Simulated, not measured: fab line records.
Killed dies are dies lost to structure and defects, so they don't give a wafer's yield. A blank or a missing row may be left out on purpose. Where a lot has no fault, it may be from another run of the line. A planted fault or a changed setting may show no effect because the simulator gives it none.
The same fault as seen by 2 desks + flow gf180mcu + every desk sees just its own numbers, and what lay behind them comes last

== AT THE METROLOGY DESK ==
Lot by lot, what the gauges showed, no matter which tool ran the lot: averages of those sampled wafers that carry a number. A lot is out of limits, marked OUT, if its mean lies more than 4 standard deviations from the usual mean; the brackets give that distance.
Columns: A = V4_BOW at GF_V4_BOW_MEAS_05, usual 134 um; B = cdNm at GF_V4_CD_MEAS_14, usual 259.8 nm; C = V4_OVL at GF_V4_OVL_MEAS_15, usual 2 nm
| lot  | first seen here | A   | B                | C  |
|------|-----------------|-----|------------------|----|
| L884 | day 23 21:36    | 130 | 262.0            | -2 |
| L886 | day 24 11:11    | 125 | 258.9            | 3  |
| L887 | day 24 22:32    | 151 | 260.5            | 13 |
| L888 | day 25 05:03    | 123 | 258.4            | 5  |
| L891 | day 26 07:07    | 140 | 259.9            | -1 |
| L892 | day 26 13:41    | 114 | 260.9            | 0  |
| L893 | day 27 04:47    | 137 | 249.9 (-7.6) OUT | -1 |
| L897 | day 28 06:41    | 134 | 249.4 (-8.0) OUT | -1 |
| L898 | day 28 12:46    | 136 | 258.5            | -3 |
| L899 | day 28 17:45    | 133 | 250.3 (-7.3) OUT | -1 |
| L902 | day 29 12:32    | 125 | 260.5            | -1 |
| L904 | day 30 05:48    | 142 | 261.8            | 5  |
| L905 | day 30 16:35    | 147 | 258.7            | 6  |
This desk's finding: out of limits on L893, L897, L899; first on L893, day 28 00:28 (cdNm at GF_V4_CD_MEAS_14). L884, L886, L887, L888, L891, L892, L898, L902, L904, L905 stayed within limits.

== FOR THE TOOL OWNER'S DESK: lithoTrack-02 ==
At GF_V4_SOFTBAKE_10 (time 60 s), the tool's own readings, given per lot that ran on this tool as the mean of the sampled wafers with a number. A lot is out of limits, marked OUT, if its mean lies more than 4 standard deviations from the usual mean; the brackets give that distance.
Columns: A = heaterPowerTotalW at GF_V4_SOFTBAKE_10, usual 93.05 W; B = plateTempC at GF_V4_SOFTBAKE_10, usual 130.00 C
| lot  | first seen here | A               | B                |
|------|-----------------|-----------------|------------------|
| L884 | day 24 09:00    | 93.09           | 129.89           |
| L886 | day 24 22:00    | 93.04           | 130.03           |
| L891 | day 26 18:00    | 92.97           | 129.97           |
| L892 | day 27 00:00    | 93.04           | 130.03           |
| L893 | day 27 14:00    | 89.72 (-52) OUT | 126.35 (-23) OUT |
| L897 | day 28 16:00    | 89.65 (-53) OUT | 126.48 (-22) OUT |
| L899 | day 29 03:00    | 89.63 (-53) OUT | 126.37 (-23) OUT |
This desk's finding: out of limits on L893, L897, L899; first on L893, day 27 14:00 (heaterPowerTotalW at GF_V4_SOFTBAKE_10). L884, L886, L891, L892 stayed within limits.

== BROUGHT TOGETHER ==
At day 27 14:00, on L893, L897, L899, the tool owner's desk was in a position to raise an alarm.
L893, L897, L899 would have let the metrology desk raise an alarm at day 28 00:28.
Of the lots named, all ran GF_V4_SOFTBAKE_10 on lithoTrack-02.

== WHAT THE SIMULATOR HAD PUT IN ==
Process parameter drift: lithoTrack-02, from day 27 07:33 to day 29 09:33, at GF_V4_SOFTBAKE_10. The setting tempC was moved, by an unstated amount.
Struck lots among those shown: L893, L897, L899.
Fault start to first reading out of limits, in hours, per desk: tool owner, 6; metrology, 17.
